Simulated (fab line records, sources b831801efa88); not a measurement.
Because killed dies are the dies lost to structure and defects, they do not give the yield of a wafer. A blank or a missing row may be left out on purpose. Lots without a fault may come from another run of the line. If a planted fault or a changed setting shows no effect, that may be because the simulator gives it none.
The same fault as seen by 2 desks + flow gf180mcu + every desk sees just its own numbers, and what lay behind them comes last

THE METROLOGY DESK
Lot by lot, what the gauges showed, no matter which tool ran the lot: averages of those sampled wafers that carry a number. Any lot whose mean is over 4 standard deviations away from the usual mean is out of limits and marked OUT; that distance is given in the brackets.
Columns: A = STI_OXIDATION_01_THK at GF_STI_THK_MEAS_22, usual 15.05 nm; B = VT_IMPLANT_02_OVL at GF_VT_IMPLANT_OVL_MEAS_29, usual 0.2 nm; C = VT_IMPLANT_4_TW at GF_VT_IMPLANT_TW_MEAS_43, usual 689
| lot  | first seen here | A     | B    | C   |
|------|-----------------|-------|------|-----|
| L253 | day 2 04:08     | 15.17 | 2.0  | 692 |
| L254 | day 2 08:39     | 15.44 | -1.9 | 689 |
| L255 | day 2 13:42     | 15.60 | -0.0 | 693 |
| L259 | day 3 10:16     | 14.86 | 1.4  | 677 |
| L260 | day 3 14:55     | 15.15 | 0.9  | 680 |
| L261 | day 3 21:54     | 14.71 | -0.0 | 691 |
| L262 | day 4 01:05     | 15.48 | -0.4 | 683 |
| L268 | day 5 08:29     | 14.75 | -1.2 | 675 |
| L270 | day 5 19:28     | 15.35 | -0.1 | 674 |
| L272 | day 6 06:13     | 15.05 | 1.4  | 684 |
| L273 | day 6 10:14     | 14.90 | 1.3  | 689 |
| L274 | day 6 15:05     | 14.96 | 1.8  | 694 |
| L276 | day 7 03:01     | 14.77 | -0.2 | 689 |
Result from this desk: across the 13 lots, nothing is out of limits.

AT THE TOOL OWNER'S DESK: implanter-04
The tool's own readings at GF_VT_IMPLANT_IMPLANT_41, given as means over the sampled wafers that have a number, one for each lot that went through this tool. Any lot whose mean is over 4 standard deviations away from the usual mean is out of limits and marked OUT; that distance is given in the brackets.
Columns: A = dose_ions_cm2 at GF_VT_IMPLANT_IMPLANT_41, usual 1.0129e+12; B = faraday_current_uA at GF_VT_IMPLANT_IMPLANT_41, usual 5.71; C = tilt_deg at GF_VT_IMPLANT_IMPLANT_41, usual 7.007 degrees
| lot  | first seen here | A                    | B               | C     |
|------|-----------------|----------------------|-----------------|-------|
| L253 | day 7 14:37     | 1.0127e+12           | 5.81            | 7.002 |
| L255 | day 8 02:25     | 1.0126e+12           | 5.85            | 7.022 |
| L261 | day 9 20:22     | 1.0133e+12           | 5.66            | 7.009 |
| L268 | day 11 21:07    | 9.3927e+11 (-74) OUT | 5.28            | 7.008 |
| L270 | day 12 06:47    | 9.3837e+11 (-75) OUT | 5.14 (-4.7) OUT | 7.010 |
This desk's verdict: out of limits on L268, L270, starting with L268 at day 11 21:07 (dose_ions_cm2 at GF_VT_IMPLANT_IMPLANT_41). L253, L255, L261: within limits.

TAKEN TOGETHER
The tool owner's desk had the chance to raise an alarm at day 11 21:07 on L268, L270.
Nothing out of limits was seen by the metrology desk.
The metrology desk holds a record of L268, L270, inside its limits.
Every lot named ran GF_VT_IMPLANT_IMPLANT_41 on implanter-04.

WHAT THE SIMULATOR PUT IN
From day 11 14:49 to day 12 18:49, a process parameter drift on implanter-04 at GF_VT_IMPLANT_IMPLANT_41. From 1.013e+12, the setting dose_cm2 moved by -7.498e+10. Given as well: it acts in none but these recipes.
Shown lots that were struck: L268, L270.
Hours from the fault's start to each desk's first reading out of limits: the tool owner's desk, 6.
